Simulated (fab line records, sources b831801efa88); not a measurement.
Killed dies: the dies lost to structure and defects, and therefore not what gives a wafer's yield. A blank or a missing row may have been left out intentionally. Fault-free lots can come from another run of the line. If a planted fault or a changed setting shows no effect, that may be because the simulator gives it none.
fab line records | flow gf180mcu | part 1 of 2: steps 1 to 30 of 39
record lots=5 | wafers=15 | last_day=33
route steps=602 shown M2@373 V2@382 M3@409
lots that met no fault: from a run of the same line without faults
start_h: start of the lot's first displayed wafer, in hours after the record's first day | wait_h: how many hours have passed since the lot's step before this one | " the same as in the row above | L1.1+2: one row covering several wafers at once | - no value, or no start was given | * or withheld: withheld | < > ~ a bound
route shown NAME@n: names a module that has steps shown in the file, with the first one's number in the route | usual: mean/standard deviation taken from wafers without a fault | same: alike in all rows | chamber/n: place in a boat | sites: readings site by site | _std_site: the values' standard deviation | _edge_site: inner sites' mean taken away from outer sites' mean | radius_mm: for every site, how far away it sits from the centre of the wafer | mask NAME#n: copy n | behind: the last tool/chamber to shape the wafer | hold: the reason the lot was held/the length of the hold in hours/how it ended | device: which transistor (n, p or np) failed to switch | end of line: the tests these same wafers got at the end of their route | a step without rows: its recipe alone | killed: at the first sort, the dies lost to defects and structure; wafer yield is something else | map: per-die view of a wafer (x killed, . not killed, _ where there is no die)
set.NAME: the setting that was run; set.NAME@STEP: the one run at that earlier step | model.NAME: the simulator's own value behind a step, which no gauge read
certain route steps with their lots: each step a table, each wafer a row
services: when a tool's chamber went out of use (start_h, in hours from the record's first day, below 0 if earlier), for how many hours, and the reason
## steps
# step GF_M2_EXPOSE_11
# recipe mask_id=Metal2 | target_cd_nm=280 | na=0.68 | source_shape=conventional | sigma_outer=0.6 | dose_mj=28
# same na=0.68
lot.wafer  | tool           | chamber | start_h | wait_h | mask
L078.2+5+6 | krf_scanner-02 | 0       | -       | -      | Metal2#0
L082.2+4+6 | krf_scanner-02 | 0       | -       | -      | Metal2#0
L083.3+4+5 | krf_scanner-02 | 0       | -       | -      | Metal2#0
L091.2+4+6 | krf_scanner-01 | 0       | -       | -      | Metal2#0
L092.1+2+6 | krf_scanner-02 | 0       | -       | -      | Metal2#0
# step GF_M2_PEB_12
# recipe peb_temp_c=135 | peb_time_s=90 | resist=KrF
lot.wafer  | tool           | chamber | start_h | wait_h
L078.2+5+6 | litho_track-01 | 0       | -       | -
L082.2+4+6 | litho_track-04 | 0       | -       | -
L083.3+4+5 | litho_track-02 | 0       | -       | -
L091.2+4+6 | litho_track-01 | 0       | -       | -
L092.1+2+6 | litho_track-01 | 0       | -       | -
# step GF_M2_DEVELOP_13
# recipe develop_time_s=60 | dev_temp_c=21
lot.wafer  | tool           | chamber | start_h | wait_h
L078.2+5+6 | litho_track-01 | 0       | 467.90  | 0.2
L082.2+4+6 | litho_track-04 | 0       | 514.08  | 0.2
L083.3+4+5 | litho_track-02 | 0       | 519.51  | 0.1
L091.2+4+6 | litho_track-01 | 0       | 588.00  | 0.2
L092.1+2+6 | litho_track-01 | 0       | 601.07  | 0.2
# step GF_M2_CD_MEAS_14
# recipe target_cd_nm=280
# usual cd_nm=280.1/1.3
lot.wafer | tool      | chamber | start_h | wait_h | cd_nm
L078.2    | cd_sem-02 | -       | 468.04  | 0.1    | 280.2
L078.5    | "         | -       | "       | "      | 281.0
L078.6    | "         | -       | "       | "      | 280.2
L082.2    | cd_sem-02 | -       | 514.23  | 0.1    | 281.1
L082.4    | "         | -       | "       | "      | 281.6
L082.6    | "         | -       | "       | "      | 279.3
L083.3    | cd_sem-02 | -       | 519.65  | 0.1    | 280.0
L083.4    | "         | -       | "       | "      | 279.7
L083.5    | "         | -       | "       | "      | 280.1
L091.2    | cd_sem-02 | -       | 588.14  | 0.1    | 280.2
L091.4    | "         | -       | "       | "      | 281.0
L091.6    | "         | -       | "       | "      | 281.0
L092.1    | cd_sem-01 | -       | 601.22  | 0.1    | 282.2
L092.2    | "         | -       | "       | "      | 281.2
L092.6    | "         | -       | "       | "      | 280.2
# step GF_M2_OVL_MEAS_15
# usual M2_OVL=-2/6.2
lot.wafer | tool       | chamber | start_h | wait_h | M2_OVL[nm]
L078.2    | overlay-01 | -       | 468.15  | 0.1    | 4
L078.5    | "          | -       | "       | "      | -2
L078.6    | "          | -       | "       | "      | -1
L082.2    | overlay-02 | -       | 514.33  | 0.1    | 10
L082.4    | "          | -       | "       | "      | 11
L082.6    | "          | -       | "       | "      | 5
L083.3    | overlay-01 | -       | 519.74  | 0.1    | 8
L083.4    | "          | -       | "       | "      | -4
L083.5    | "          | -       | "       | "      | 7
L091.2    | overlay-02 | -       | 588.25  | 0.1    | -11
L091.4    | "          | -       | "       | "      | -5
L091.6    | "          | -       | "       | "      | -11
L092.1    | overlay-01 | -       | 601.34  | 0.1    | 9
L092.2    | "          | -       | "       | "      | 6
L092.6    | "          | -       | "       | "      | 8
# step GF_M2_METAL_ETCH_16
# recipe chemistry=Cl2/BCl3 | mask_material=KrF | target_depth_nm=627.5 | stop_on=SiO2 | pressure_mtorr=8 | icp_w=800 | bias_w=143.2 | Cl2_flow_sccm=80 | bcl3_flow_sccm=40 | time_s=104.6
# usual chamber_pressure_mTorr=8.000/0.0073 | drypump_motor_current_A=5.85/0.27 | oes_product_au=0.974/0.0066 | throttle_valve_pct=28.246/0.0098
lot.wafer | tool         | chamber | start_h | wait_h | chamber_pressure_mTorr | drypump_motor_current_A | oes_product_au | rf_hours_counter_h | throttle_valve_pct
L078.2    | rie_metal-03 | 1       | 468.18  | 0.0    | 7.993                  | 5.71                    | 0.987          | 8                  | 28.245
L078.5    | "            | 0       | "       | "      | 7.997                  | 6.06                    | 0.972          | -                  | 28.241
L078.6    | "            | 1       | "       | "      | 7.994                  | 5.73                    | 0.980          | -                  | 28.239
L082.2    | rie_metal-03 | 1       | 514.36  | 0.0    | 8.002                  | 5.72                    | 0.978          | 9                  | 28.233
L082.4    | "            | 1       | "       | "      | 7.997                  | 5.73                    | 0.974          | -                  | 28.223
L082.6    | "            | 1       | "       | "      | 8.007                  | 5.72                    | 0.982          | -                  | 28.236
L083.3    | rie_metal-02 | 0       | 519.80  | 0.1    | 8.001                  | 5.80                    | 0.979          | -                  | 28.225
L083.4    | "            | 1       | "       | "      | 7.993                  | 6.19                    | 0.988          | -                  | 28.257
L083.5    | "            | 0       | "       | "      | 7.990                  | 5.81                    | 0.976          | -                  | 28.226
L091.2    | rie_metal-03 | 1       | 588.32  | 0.1    | 8.005                  | 5.72                    | 0.981          | -                  | 28.243
L091.4    | "            | 1       | "       | "      | 8.008                  | 5.72                    | 0.978          | -                  | 28.253
L091.6    | "            | 1       | "       | "      | 8.008                  | 5.72                    | 0.979          | -                  | 28.265
L092.1    | rie_metal-03 | 0       | 601.38  | 0.0    | 7.991                  | 6.05                    | 0.973          | 0                  | 28.253
L092.2    | "            | 1       | "       | "      | 8.004                  | 5.72                    | 0.970          | 12                 | 28.248
L092.6    | "            | 0       | "       | "      | 7.997                  | 6.07                    | 0.971          | -                  | 28.257
# step GF_M2_STRIP_17
# recipe chemistry=O2/N2 | power_w=1400 | pressure_mtorr=1500 | platen_temp_c=250 | o2_flow_sccm=3000 | n2_flow_sccm=300 | overash_fraction=0.5
# usual chamber_pressure_mTorr=1500.0/1.3 | drypump_motor_current_A=5.8/0.41 | heater_power_w=331/18 | oes_product_au=0.557/0.0046 | strip_time_to_endpoint_s=7.85/0.035
lot.wafer | tool            | chamber | start_h | wait_h | chamber_pressure_mTorr | drypump_motor_current_A | heater_power_w | oes_product_au | rf_hours_counter_h | strip_time_to_endpoint_s
L078.2    | plasma_asher-01 | 0       | 468.29  | 0.1    | 1501.1                 | 6.2                     | 371            | 0.560          | 38                 | 7.84
L078.5    | "               | 0       | "       | "      | 1500.3                 | 6.2                     | 373            | 0.550          | -                  | 7.90
L078.6    | "               | 1       | "       | "      | 1500.2                 | 5.5                     | 325            | 0.562          | -                  | 7.87
L082.2    | plasma_asher-01 | 0       | 514.47  | 0.1    | 1499.2                 | 6.2                     | 367            | 0.554          | 43                 | 7.86
L082.4    | "               | 1       | "       | "      | 1499.1                 | 5.5                     | 330            | 0.551          | -                  | 7.79
L082.6    | "               | 1       | "       | "      | 1500.7                 | 5.4                     | 336            | 0.557          | -                  | 7.85
L083.3    | plasma_asher-01 | 0       | 519.91  | 0.1    | 1497.5                 | 6.1                     | 362            | 0.558          | -                  | 7.81
L083.4    | "               | 1       | "       | "      | 1501.1                 | 5.5                     | 333            | 0.559          | -                  | 7.83
L083.5    | "               | 1       | "       | "      | 1498.5                 | 5.5                     | 323            | 0.553          | -                  | 7.85
L091.2    | plasma_asher-04 | 1       | 588.50  | 0.1    | 1501.4                 | 6.1                     | 326            | 0.561          | 79                 | 7.84
L091.4    | "               | 0       | "       | "      | 1501.2                 | 6.1                     | 305            | 0.557          | -                  | 7.82
L091.6    | "               | 0       | "       | "      | 1499.6                 | 6.1                     | 310            | 0.552          | -                  | 7.81
L092.1    | plasma_asher-04 | 1       | 601.49  | 0.1    | 1501.5                 | 6.1                     | 327            | 0.556          | 80                 | 7.86
L092.2    | "               | 0       | "       | "      | 1498.1                 | 6.1                     | 312            | 0.551          | 80                 | 7.85
L092.6    | "               | 1       | "       | "      | 1500.2                 | 6.1                     | 325            | 0.552          | -                  | 7.88
# step GF_M2_STRIP_18
# recipe chemistry=post_etch_residue_remover | time_s=1200 | temp_c=72.5
# usual bath_heat_duty_pct=14.5/1.4
lot.wafer | tool         | chamber | start_h | wait_h | bath_heat_duty_pct
L078.2    | wet_bench-01 | 0       | 468.39  | 0.1    | 14.3
L078.5    | "            | 0       | "       | "      | 14.4
L078.6    | "            | 0       | "       | "      | 14.5
L082.2    | wet_bench-04 | 2       | 514.57  | 0.1    | 15.8
L082.4    | "            | 2       | "       | "      | 14.9
L082.6    | "            | 2       | "       | "      | 15.3
L083.3    | wet_bench-02 | 2       | 519.98  | 0.0    | 17.1
L083.4    | "            | 2       | "       | "      | 17.1
L083.5    | "            | 2       | "       | "      | 16.6
L091.2    | wet_bench-04 | 0       | 588.60  | 0.1    | 14.2
L091.4    | "            | 0       | "       | "      | 14.9
L091.6    | "            | 0       | "       | "      | 14.9
L092.1    | wet_bench-01 | 1       | 601.59  | 0.1    | 13.2
L092.2    | "            | 1       | "       | "      | 12.9
L092.6    | "            | 1       | "       | "      | 12.7
# step GF_M2_CLEAN_19
# recipe chemistry=DIW | dry=n2_spin
lot.wafer  | tool         | chamber | start_h | wait_h
L078.2+5+6 | wet_bench-04 | 1       | 468.76  | 0.0
L082.2+4+6 | wet_bench-01 | 2       | 514.92  | 0.0
L083.3+4+5 | wet_bench-01 | 0       | 520.35  | 0.0
L091.2+4+6 | wet_bench-01 | 2       | 588.94  | 0.0
L092.1+2+6 | wet_bench-04 | 1       | 601.96  | 0.0
# step GF_V2_CVD_00
# recipe material=SiO2 | target_thk_nm=600 | sigma_open_frac=0.3 | temp_c=400 | time_s=100 | sih4_flow_sccm=60 | pressure_mtorr=6
lot.wafer  | tool      | chamber | start_h | wait_h
L078.2+5+6 | hdpcvd-01 | 0,2,1   | 468.86  | 0.0
L082.2+4+6 | hdpcvd-02 | 0,2,0   | 515.01  | 0.0
L083.3+4+5 | hdpcvd-02 | 2,2,0   | 520.45  | 0.0
L091.2+4+6 | hdpcvd-01 | 1,0,1   | 589.04  | 0.0
L092.1+2+6 | hdpcvd-02 | 0,2,1   | 602.05  | 0.0
# step GF_V2_THK_MEAS_01
# recipe reads=SiO2_of_V2_CVD_00
# usual V2_CVD_00_THK=597/4.9
lot.wafer | tool          | chamber | start_h | wait_h | V2_CVD_00_THK[nm]
L078.2    | film_metro-04 | -       | 468.94  | 0.0    | 596
L078.5    | "             | -       | "       | "      | 592
L078.6    | "             | -       | "       | "      | 604
L082.2    | film_metro-01 | -       | 515.09  | 0.0    | 592
L082.4    | "             | -       | "       | "      | 598
L082.6    | "             | -       | "       | "      | 593
L083.3    | film_metro-03 | -       | 520.54  | 0.1    | 596
L083.4    | "             | -       | "       | "      | 597
L083.5    | "             | -       | "       | "      | 596
L091.2    | film_metro-04 | -       | 589.12  | 0.0    | 592
L091.4    | "             | -       | "       | "      | 596
L091.6    | "             | -       | "       | "      | 589
L092.1    | film_metro-01 | -       | 602.13  | 0.0    | 602
L092.2    | "             | -       | "       | "      | 600
L092.6    | "             | -       | "       | "      | 602
# step GF_V2_CVD_02
# recipe material=SiO2 | target_thk_nm=850 | precursor=TEOS | temp_c=400 | time_s=94.851 | rf_w=600
# usual heater_power_w=661/81
lot.wafer | tool     | chamber | start_h | wait_h | heater_power_w
L078.2    | pecvd-01 | 2       | 468.99  | 0.0    | 790
L078.5    | "        | 0       | "       | "      | 678
L078.6    | "        | 2       | "       | "      | 608
L082.2    | pecvd-03 | 1       | 515.14  | 0.0    | 712
L082.4    | "        | 2       | "       | "      | 475
L082.6    | "        | 1       | "       | "      | 761
L083.3    | pecvd-03 | 2       | 520.58  | 0.0    | 564
L083.4    | "        | 1       | "       | "      | 736
L083.5    | "        | 2       | "       | "      | 592
L091.2    | pecvd-01 | 2       | 589.17  | 0.0    | 730
L091.4    | "        | 0       | "       | "      | 696
L091.6    | "        | 1       | "       | "      | 611
L092.1    | pecvd-03 | 0       | 602.19  | 0.1    | 640
L092.2    | "        | 2       | "       | "      | 601
L092.6    | "        | 1       | "       | "      | 803
# step GF_V2_THK_MEAS_03
# recipe reads=SiO2_of_V2_CVD_02
# usual V2_CVD_02_THK=850/9.4
lot.wafer | tool          | chamber | start_h | wait_h | V2_CVD_02_THK[nm]
L078.2    | film_metro-01 | -       | 469.07  | 0.0    | 839
L078.5    | "             | -       | "       | "      | 852
L078.6    | "             | -       | "       | "      | 842
L082.2    | film_metro-04 | -       | 515.22  | 0.0    | 840
L082.4    | "             | -       | "       | "      | 845
L082.6    | "             | -       | "       | "      | 847
L083.3    | film_metro-03 | -       | 520.67  | 0.1    | 834
L083.4    | "             | -       | "       | "      | 848
L083.5    | "             | -       | "       | "      | 857
L091.2    | film_metro-01 | -       | 589.25  | 0.0    | 839
L091.4    | "             | -       | "       | "      | 849
L091.6    | "             | -       | "       | "      | 852
L092.1    | film_metro-01 | -       | 602.26  | 0.0    | 830
L092.2    | "             | -       | "       | "      | 836
L092.6    | "             | -       | "       | "      | 844
# step GF_V2_CMP_04
# recipe material=SiO2 | down_force_psi=4 | platen_rpm=60 | pad_velocity_m_s=0.94248
# usual motor_current_A=13.3/0.7 | time_to_endpoint_s=79/4.7
lot.wafer | tool   | chamber | start_h | wait_h | motor_current_A | time_to_endpoint_s
L078.2    | cmp-02 | 0       | 469.17  | 0.1    | 12.7            | 79
L078.6    | "      | 3       | "       | "      | 14.2            | 77
L078.5    | "      | 0       | "       | "      | 13.1            | 82
L082.2    | cmp-02 | 2       | 515.27  | 0.0    | 12.8            | 77
L082.4    | "      | 0       | "       | "      | 13.9            | 78
L082.6    | "      | 2       | "       | "      | 13.2            | 79
L083.3    | cmp-01 | 0       | 520.76  | 0.1    | 13.9            | 79
L083.4    | "      | 1       | "       | "      | 13.2            | 81
L083.5    | "      | 0       | "       | "      | 14.0            | 85
L091.2    | cmp-02 | 3       | 589.30  | 0.0    | 13.9            | 77
L091.4    | "      | 1       | "       | "      | 13.2            | 79
L091.6    | "      | 3       | "       | "      | 14.1            | 82
L092.1    | cmp-01 | 2       | 602.37  | 0.1    | 12.1            | 73
L092.2    | "      | 0       | "       | "      | 14.6            | 72
L092.6    | "      | 2       | "       | "      | 12.0            | 78
# step GF_V2_BOW_MEAS_05
# recipe mode=bow
# usual V2_BOW=100/8.1
lot.wafer | tool          | chamber | start_h | wait_h | V2_BOW[um]
L078.2    | film_metro-04 | -       | 469.44  | 0.2    | 105
L078.5    | "             | -       | "       | "      | 115
L078.6    | "             | -       | "       | "      | 100
L082.2    | film_metro-04 | -       | 515.59  | 0.3    | 101
L082.4    | "             | -       | "       | "      | 104
L082.6    | "             | -       | "       | "      | 92
L083.3    | film_metro-01 | -       | 521.05  | 0.2    | 81
L083.4    | "             | -       | "       | "      | 98
L083.5    | "             | -       | "       | "      | 98
L091.2    | film_metro-01 | -       | 589.62  | 0.3    | 94
L091.4    | "             | -       | "       | "      | 90
L091.6    | "             | -       | "       | "      | 95
L092.1    | film_metro-03 | -       | 602.62  | 0.2    | 98
L092.2    | "             | -       | "       | "      | 87
L092.6    | "             | -       | "       | "      | 92
# step GF_V2_DEHYDRATE_06
# recipe temp_c=200 | time_s=60
lot.wafer  | tool           | chamber | start_h | wait_h
L078.2+5+6 | litho_track-04 | 0       | 481.03  | 11.6
L082.2+4+6 | litho_track-03 | 0       | 527.03  | 11.4
L083.3+4+5 | litho_track-03 | 0       | 532.11  | 11.0
L091.2+4+6 | litho_track-02 | 0       | 599.98  | 10.3
L092.1+2+6 | litho_track-03 | 0       | 612.71  | 10.1
# step GF_V2_HMDS_07
# recipe prime_time_s=60 | prime_temp_c=120
lot.wafer  | tool           | chamber | start_h | wait_h
L078.2+5+6 | litho_track-04 | 0       | 481.18  | 0.1
L082.2+4+6 | litho_track-03 | 0       | 527.18  | 0.1
L083.3+4+5 | litho_track-03 | 0       | 532.26  | 0.1
L091.2+4+6 | litho_track-02 | 0       | 600.13  | 0.1
L092.1+2+6 | litho_track-03 | 0       | 612.86  | 0.1
# step GF_V2_COAT_08
# recipe resist=BARC | temp_c=withheld | time_s=withheld | spin_rpm=withheld | resist_thk_nm=withheld
lot.wafer  | tool           | chamber | start_h | wait_h
L078.2+5+6 | litho_track-04 | 0       | 481.33  | 0.1
L082.2+4+6 | litho_track-03 | 0       | 527.33  | 0.1
L083.3+4+5 | litho_track-03 | 0       | 532.41  | 0.1
L091.2+4+6 | litho_track-02 | 0       | 600.28  | 0.1
L092.1+2+6 | litho_track-03 | 0       | 613.01  | 0.1
# step GF_V2_COAT_09
# recipe resist=KrF | spin_rpm=withheld | resist_thk_nm=1000
lot.wafer  | tool           | chamber | start_h | wait_h
L078.2+5+6 | litho_track-04 | 0       | -       | -
L082.2+4+6 | litho_track-03 | 0       | -       | -
L083.3+4+5 | litho_track-03 | 0       | -       | -
L091.2+4+6 | litho_track-02 | 0       | -       | -
L092.1+2+6 | litho_track-03 | 0       | -       | -
# step GF_V2_SOFTBAKE_10
# recipe temp_c=129.2 | time_s=60 | resist=KrF
lot.wafer  | tool           | chamber | start_h | wait_h
L078.2+5+6 | litho_track-04 | 0       | -       | -
L082.2+4+6 | litho_track-03 | 0       | -       | -
L083.3+4+5 | litho_track-03 | 0       | -       | -
L091.2+4+6 | litho_track-02 | 0       | -       | -
L092.1+2+6 | litho_track-03 | 0       | -       | -
# step GF_V2_EXPOSE_11
# recipe mask_id=Via2 | target_cd_nm=260 | na=0.68 | source_shape=conventional | sigma_outer=0.6 | dose_mj=38
# same na=0.68
lot.wafer  | tool           | chamber | start_h | wait_h | mask
L078.2+5+6 | krf_scanner-01 | 0       | -       | -      | Via2#0
L082.2+4+6 | krf_scanner-01 | 0       | -       | -      | Via2#0
L083.3+4+5 | krf_scanner-01 | 0       | -       | -      | Via2#0
L091.2+4+6 | krf_scanner-02 | 0       | -       | -      | Via2#0
L092.1+2+6 | krf_scanner-01 | 0       | -       | -      | Via2#0
# step GF_V2_PEB_12
# recipe peb_temp_c=135 | peb_time_s=90 | resist=KrF
lot.wafer  | tool           | chamber | start_h | wait_h
L078.2+5+6 | litho_track-04 | 0       | -       | -
L082.2+4+6 | litho_track-03 | 0       | -       | -
L083.3+4+5 | litho_track-03 | 0       | -       | -
L091.2+4+6 | litho_track-03 | 0       | -       | -
L092.1+2+6 | litho_track-03 | 0       | -       | -
# step GF_V2_DEVELOP_13
# recipe develop_time_s=60 | resist=KrF | dev_temp_c=21
lot.wafer  | tool           | chamber | start_h | wait_h
L078.2+5+6 | litho_track-04 | 0       | 493.73  | 0.2
L082.2+4+6 | litho_track-03 | 0       | 538.63  | 0.2
L083.3+4+5 | litho_track-03 | 0       | 543.41  | 0.1
L091.2+4+6 | litho_track-03 | 0       | 611.08  | 0.2
L092.1+2+6 | litho_track-03 | 0       | 623.66  | 0.2
# step GF_V2_CD_MEAS_14
# recipe target_cd_nm=260
# usual cd_nm=260.3/1.1
lot.wafer | tool      | chamber | start_h | wait_h | cd_nm
L078.2    | cd_sem-01 | -       | 493.88  | 0.1    | 263.1
L078.5    | "         | -       | "       | "      | 262.2
L078.6    | "         | -       | "       | "      | 262.1
L082.2    | cd_sem-02 | -       | 538.78  | 0.1    | 261.1
L082.4    | "         | -       | "       | "      | 261.1
L082.6    | "         | -       | "       | "      | 260.5
L083.3    | cd_sem-02 | -       | 543.55  | 0.1    | 262.2
L083.4    | "         | -       | "       | "      | 263.5
L083.5    | "         | -       | "       | "      | 262.5
L091.2    | cd_sem-01 | -       | 611.23  | 0.1    | 259.0
L091.4    | "         | -       | "       | "      | 259.5
L091.6    | "         | -       | "       | "      | 260.1
L092.1    | cd_sem-01 | -       | 623.81  | 0.1    | 259.0
L092.2    | "         | -       | "       | "      | 259.1
L092.6    | "         | -       | "       | "      | 259.1
# step GF_V2_OVL_MEAS_15
# usual V2_OVL=2/5.1
lot.wafer | tool       | chamber | start_h | wait_h | V2_OVL[nm]
L078.2    | overlay-02 | -       | 493.98  | 0.1    | -4
L078.5    | "          | -       | "       | "      | 6
L078.6    | "          | -       | "       | "      | 4
L082.2    | overlay-02 | -       | 538.88  | 0.1    | -3
L082.4    | "          | -       | "       | "      | -8
L082.6    | "          | -       | "       | "      | 2
L083.3    | overlay-02 | -       | 543.64  | 0.1    | -1
L083.4    | "          | -       | "       | "      | -7
L083.5    | "          | -       | "       | "      | 2
L091.2    | overlay-01 | -       | 611.33  | 0.1    | 1
L091.4    | "          | -       | "       | "      | 7
L091.6    | "          | -       | "       | "      | 7
L092.1    | overlay-02 | -       | 623.93  | 0.1    | 4
L092.2    | "          | -       | "       | "      | 4
L092.6    | "          | -       | "       | "      | 11
# step GF_V2_ETCH_16
# recipe chemistry=N2/H2 | target_depth_a=withheld | overetch_a=withheld | time_s=withheld | target=BARC | ion_energy_ev=200 | source_w=500 | bias_w=100 | pressure_mtorr=30 | n2_flow_sccm=100 | h2_flow_sccm=200
# usual chamber_pressure_mTorr=30.004/0.029 | drypump_motor_current_A=5.9/0.38 | oes_product_au=0.854/0.0044 | throttle_valve_pct=13.225/0.0089
lot.wafer | tool        | chamber | start_h | wait_h | chamber_pressure_mTorr | drypump_motor_current_A | oes_product_au | throttle_valve_pct
L078.2    | rie_diel-02 | 1       | 494.01  | 0.0    | 30.064                 | 6.3                     | 0.852          | 13.242
L078.5    | "           | 2       | "       | "      | 30.014                 | 5.8                     | 0.855          | 13.234
L078.6    | "           | 1       | "       | "      | 30.013                 | 6.3                     | 0.857          | 13.224
L082.2    | rie_diel-03 | 3       | 538.91  | 0.0    | 30.023                 | 5.3                     | 0.861          | 13.231
L082.4    | "           | 0       | "       | "      | 30.032                 | 5.8                     | 0.860          | 13.258
L082.6    | "           | 2       | "       | "      | 29.993                 | 6.2                     | 0.853          | 13.227
L083.3    | rie_diel-02 | 2       | 543.66  | 0.0    | 29.983                 | 5.8                     | 0.848          | 13.229
L083.4    | "           | 2       | "       | "      | 30.034                 | 5.8                     | 0.853          | 13.239
L083.5    | "           | 3       | "       | "      | 29.987                 | 5.9                     | 0.860          | 13.224
L091.2    | rie_diel-02 | 3       | 611.36  | 0.0    | 30.048                 | 5.8                     | 0.850          | 13.237
L091.4    | "           | 0       | "       | "      | 29.998                 | 5.2                     | 0.857          | 13.234
L091.6    | "           | 3       | "       | "      | 29.986                 | 5.9                     | 0.852          | 13.235
L092.1    | rie_diel-02 | 0       | 623.96  | 0.0    | 30.012                 | 5.2                     | 0.854          | 13.227
L092.2    | "           | 3       | "       | "      | 29.963                 | 5.9                     | 0.854          | 13.225
L092.6    | "           | 1       | "       | "      | 30.034                 | 6.3                     | 0.854          | 13.207
# step GF_V2_ETCH_17
# recipe chemistry=C4F8/O2/Ar | mask_material=KrF | target=SiO2 | stop_on=TiN | source_w=1500 | bias_w=1200 | pressure_mtorr=40 | c4f8_flow_sccm=withheld | O2_flow_sccm=6 | Ar_flow_sccm=300 | time_s=withheld | target_depth_a=6300
# usual chamber_pressure_mTorr=40.00/0.035 | oes_product_au=0.855/0.0049
lot.wafer | tool        | chamber | start_h | wait_h | chamber_pressure_mTorr | oes_product_au
L078.2    | rie_diel-02 | 1       | -       | -      | 40.01                  | 0.865
L078.5    | "           | 2       | "       | "      | 40.03                  | 0.849
L078.6    | "           | 1       | "       | "      | 39.91                  | 0.856
L082.2    | rie_diel-03 | 3       | -       | -      | 39.94                  | 0.856
L082.4    | "           | 0       | "       | "      | 40.02                  | 0.853
L082.6    | "           | 2       | "       | "      | 39.98                  | 0.849
L083.3    | rie_diel-02 | 2       | -       | -      | 40.00                  | 0.851
L083.4    | "           | 2       | "       | "      | 39.97                  | 0.852
L083.5    | "           | 3       | "       | "      | 40.01                  | 0.852
L091.2    | rie_diel-02 | 3       | -       | -      | 39.96                  | 0.859
L091.4    | "           | 0       | "       | "      | 40.00                  | 0.862
L091.6    | "           | 3       | "       | "      | 40.03                  | 0.851
L092.1    | rie_diel-02 | 0       | -       | -      | 40.01                  | 0.862
L092.2    | "           | 3       | "       | "      | 39.99                  | 0.850
L092.6    | "           | 1       | "       | "      | 39.95                  | 0.852
# step GF_V2_STRIP_18
# recipe chemistry=O2/N2 | power_w=1400 | pressure_mtorr=1500 | platen_temp_c=250 | o2_flow_sccm=3000 | n2_flow_sccm=300 | overash_fraction=0.5
# usual chamber_pressure_mTorr=1500.0/1.4 | drypump_motor_current_A=5.8/0.48 | heater_power_w=351/21 | oes_product_au=0.594/0.0045
lot.wafer | tool            | chamber | start_h | wait_h | chamber_pressure_mTorr | drypump_motor_current_A | heater_power_w | oes_product_au | rf_hours_counter_h
L078.2    | plasma_asher-01 | 1       | 494.14  | -      | 1500.1                 | 5.5                     | 325            | 0.600          | 41
L078.5    | "               | 0       | "       | "      | 1496.2                 | 6.2                     | 372            | 0.595          | -
L078.6    | "               | 1       | "       | "      | 1499.5                 | 5.5                     | 328            | 0.597          | -
L082.2    | plasma_asher-01 | 0       | 539.04  | -      | 1500.4                 | 6.1                     | 373            | 0.589          | 47
L082.4    | "               | 1       | "       | "      | 1501.5                 | 5.5                     | 333            | 0.596          | -
L082.6    | "               | 0       | "       | "      | 1499.1                 | 6.1                     | 367            | 0.594          | -
L083.3    | plasma_asher-02 | 0       | 543.82  | -      | 1500.9                 | 6.5                     | 376            | 0.585          | -
L083.4    | "               | 1       | "       | "      | 1500.3                 | 6.0                     | 357            | 0.595          | -
L083.5    | "               | 1       | "       | "      | 1500.9                 | 6.0                     | 352            | 0.590          | -
L091.2    | plasma_asher-02 | 0       | 611.49  | -      | 1499.4                 | 6.5                     | 385            | 0.591          | 21
L091.4    | "               | 0       | "       | "      | 1499.1                 | 6.5                     | 387            | 0.596          | -
L091.6    | "               | 1       | "       | "      | 1500.0                 | 6.0                     | 363            | 0.603          | -
L092.1    | plasma_asher-01 | 1       | 624.09  | -      | 1497.1                 | 5.5                     | 343            | 0.589          | 57
L092.2    | "               | 0       | "       | "      | 1498.8                 | 6.2                     | 359            | 0.589          | 57
L092.6    | "               | 0       | "       | "      | 1500.5                 | 6.1                     | 365            | 0.593          | -
# step GF_V2_STRIP_19
# recipe chemistry=post_etch_residue_remover | time_s=1200 | temp_c=72.5
# usual bath_heat_duty_pct=13.6/1.2
lot.wafer | tool         | chamber | start_h | wait_h | bath_heat_duty_pct
L078.2    | wet_bench-04 | 0       | 494.24  | 0.1    | 14.4
L078.5    | "            | 0       | "       | "      | 15.8
L078.6    | "            | 0       | "       | "      | 14.3
L082.2    | wet_bench-03 | 3       | 539.14  | 0.1    | 14.1
L082.4    | "            | 3       | "       | "      | 13.0
L082.6    | "            | 3       | "       | "      | 12.6
L083.3    | wet_bench-03 | 0       | 543.89  | 0.0    | 15.7
L083.4    | "            | 0       | "       | "      | 15.6
L083.5    | "            | 0       | "       | "      | 13.7
L091.2    | wet_bench-03 | 1       | 611.59  | 0.1    | 13.2
L091.4    | "            | 1       | "       | "      | 13.3
L091.6    | "            | 1       | "       | "      | 13.4
L092.1    | wet_bench-03 | 0       | 624.19  | 0.1    | 14.6
L092.2    | "            | 0       | "       | "      | 14.7
L092.6    | "            | 0       | "       | "      | 14.8
# step GF_V2_CLEAN_20
# recipe chemistry=DIW | dry=n2_spin
lot.wafer  | tool         | chamber | start_h | wait_h
L078.2+5+6 | wet_bench-03 | 1       | 494.58  | 0.0
L082.2+4+6 | wet_bench-04 | 2       | 539.48  | 0.0
L083.3+4+5 | wet_bench-04 | 3       | 544.23  | 0.0
L091.2+4+6 | wet_bench-04 | 0       | 611.93  | 0.0
L092.1+2+6 | wet_bench-01 | 1       | 624.53  | 0.0
